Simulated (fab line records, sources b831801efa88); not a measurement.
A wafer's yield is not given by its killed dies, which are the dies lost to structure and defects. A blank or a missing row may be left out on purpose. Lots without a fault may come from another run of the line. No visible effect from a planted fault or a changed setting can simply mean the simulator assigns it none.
Which tool was responsible? -- flow sky130 -- 12 lots, 36 wafers sampled, at 3 steps of a route of 708

## WHAT THE GAUGES SHOWED, per wafer
SKY_VIA4_RS_MEAS_19: a four-point-probe measurement. Usual: VIA4_W_RS typically reads 0.2267 ohm/sq, with standard deviation 0.0028.
lot,measured,on,VIA4_W_RS (ohm/sq),flag
L492,day 44 05:08,film metro-03,0.2324 0.2287 0.2259,
L498,day 45 19:53,film metro-02,0.2250 0.2240 0.2240,
L501,day 46 15:24,film metro-01,0.2283 0.2293 0.2281,
L502,day 46 17:56,film metro-01,0.2257 0.2297 0.2275,
L504,day 47 11:28,film metro-03,0.2254 0.2237 0.2279,
L506,day 47 12:39,film metro-01,0.2343 0.2308 0.2288,
L507,day 47 18:26,film metro-03,0.2257 0.2274 0.2249,
L508,day 47 21:25,film metro-01,0.2263 0.2286 0.2285,
L511,day 48 13:56,film metro-01,0.2297 0.2294 0.2271,
L512,day 48 16:40,film metro-03,0.2280 0.2246 0.2240,
L513,day 49 01:21,film metro-01,0.2251 0.2240 0.2242,
L514,day 49 10:33,film metro-03,0.2308 0.2280 0.2263,

SKY_METAL5_RS_MEAS_05: a four-point-probe measurement. Usual: METAL5_ALCU_RS typically reads 0.02705 ohm/sq, with standard deviation 0.00028.
lot,measured,on,METAL5_ALCU_RS (ohm/sq),flag
L492,day 44 05:47,film metro-04,0.02723 0.02707 0.02715,
L498,day 45 20:32,film metro-01,0.02698 0.0268 0.02679,
L501,day 46 16:03,film metro-04,0.02703 0.02743 0.02742,
L502,day 46 18:36,film metro-03,0.02668 0.02685 0.02665,
L504,day 47 12:07,film metro-04,0.0269 0.02732 0.02691,
L506,day 47 13:17,film metro-01,0.02679 0.02703 0.02678,
L507,day 47 19:05,film metro-03,0.0273 0.02722 0.02722,
L508,day 47 22:03,film metro-01,0.02662 0.02686 0.02682,
L511,day 48 14:56,film metro-03,0.02732 0.02716 0.02732,
L512,day 48 17:19,film metro-03,0.02763 0.02755 0.02764,
L513,day 49 01:59,film metro-03,0.02723 0.02706 0.02668,
L514,day 49 11:55,film metro-04,0.02693 0.02675 0.02667,

## WHICH TOOL RAN EACH LOT (tool, then ch and the chambers of the sampled wafers, then the start)
lot,SKY_VIA3_ETCH_14
L492,"rie diel-01 ch 1,2, day 40 23:53"
L498,"rie diel-02 ch 1,2,3, day 42 16:42"
L501,"rie diel-01 ch 0,3, day 43 13:27"
L502,"rie diel-02 ch 2,3, day 43 16:12"
L504,"rie diel-02 ch 0,1,2, day 44 13:25"
L506,"rie diel-01 ch 0,1,3, day 44 14:55"
L507,"rie diel-02 ch 2,3, day 44 21:49"
L508,"rie diel-01 ch 1,2,3, day 45 00:42"
L511,"rie diel-02 ch 0,2,3, day 45 17:52"
L512,"rie diel-01 ch 1,2, day 45 22:22"
L513,"rie diel-04 ch 1,2,3, day 46 08:00"
L514,"rie diel-01 ch 1,3, day 46 17:28"
- SKY_VIA3_ETCH_14: etches BARC in N2/H2, stops on SiO2, time 45.9 s, target depth 60 nm.

## WHAT THE TOOLS THEMSELVES READ (means of the sampled wafers that have a number; where no wafer has one, the mark that the record gives instead)
SKY_VIA3_ETCH_14. Usual: drypump motor current A 6.0 A, standard deviation 0.34; oes product au 0.855 a.u., standard deviation 0.0047; throttle valve pct 13.226 %, standard deviation 0.0089.
lot,tool,drypump motor current A (A),oes product au (a.u.),throttle valve pct (%),flag
L492,rie diel-01,6.1,0.857,13.230,
L498,rie diel-02,6.1,0.850,13.229,
L501,rie diel-01,6.1,0.855,13.222,
L502,rie diel-02,6.3,0.856,13.224,
L504,rie diel-02,6.0,0.859,13.220,
L506,rie diel-01,6.1,0.854,13.228,
L507,rie diel-02,6.3,0.854,13.221,
L508,rie diel-01,6.1,0.858,13.232,
L511,rie diel-02,6.3,0.860,13.234,
L512,rie diel-01,6.1,0.852,13.221,
L513,rie diel-04,5.7,0.853,13.228,
L514,rie diel-01,6.2,0.854,13.232,

## THE ANSWER, worked out from the rows above alone
Rule: lot off if the mean of its wafers having a number is beyond 3 standard deviations from the usual mean. A lot without any number at a reading at which 4 lots or more have one is off too. Any other lot the step has rows for is counted as sound. Order of review: gauges by route order, followed by the tools' own readings, for which a lot's mean as printed above is used. The first step at which some lot is off is used, and at that step the reading that is off furthest; a lot without a number counts as furthest.
Nothing can be told from this: no lot is off at any reading shown.

## WHAT THE SIMULATOR HAD PUT IN
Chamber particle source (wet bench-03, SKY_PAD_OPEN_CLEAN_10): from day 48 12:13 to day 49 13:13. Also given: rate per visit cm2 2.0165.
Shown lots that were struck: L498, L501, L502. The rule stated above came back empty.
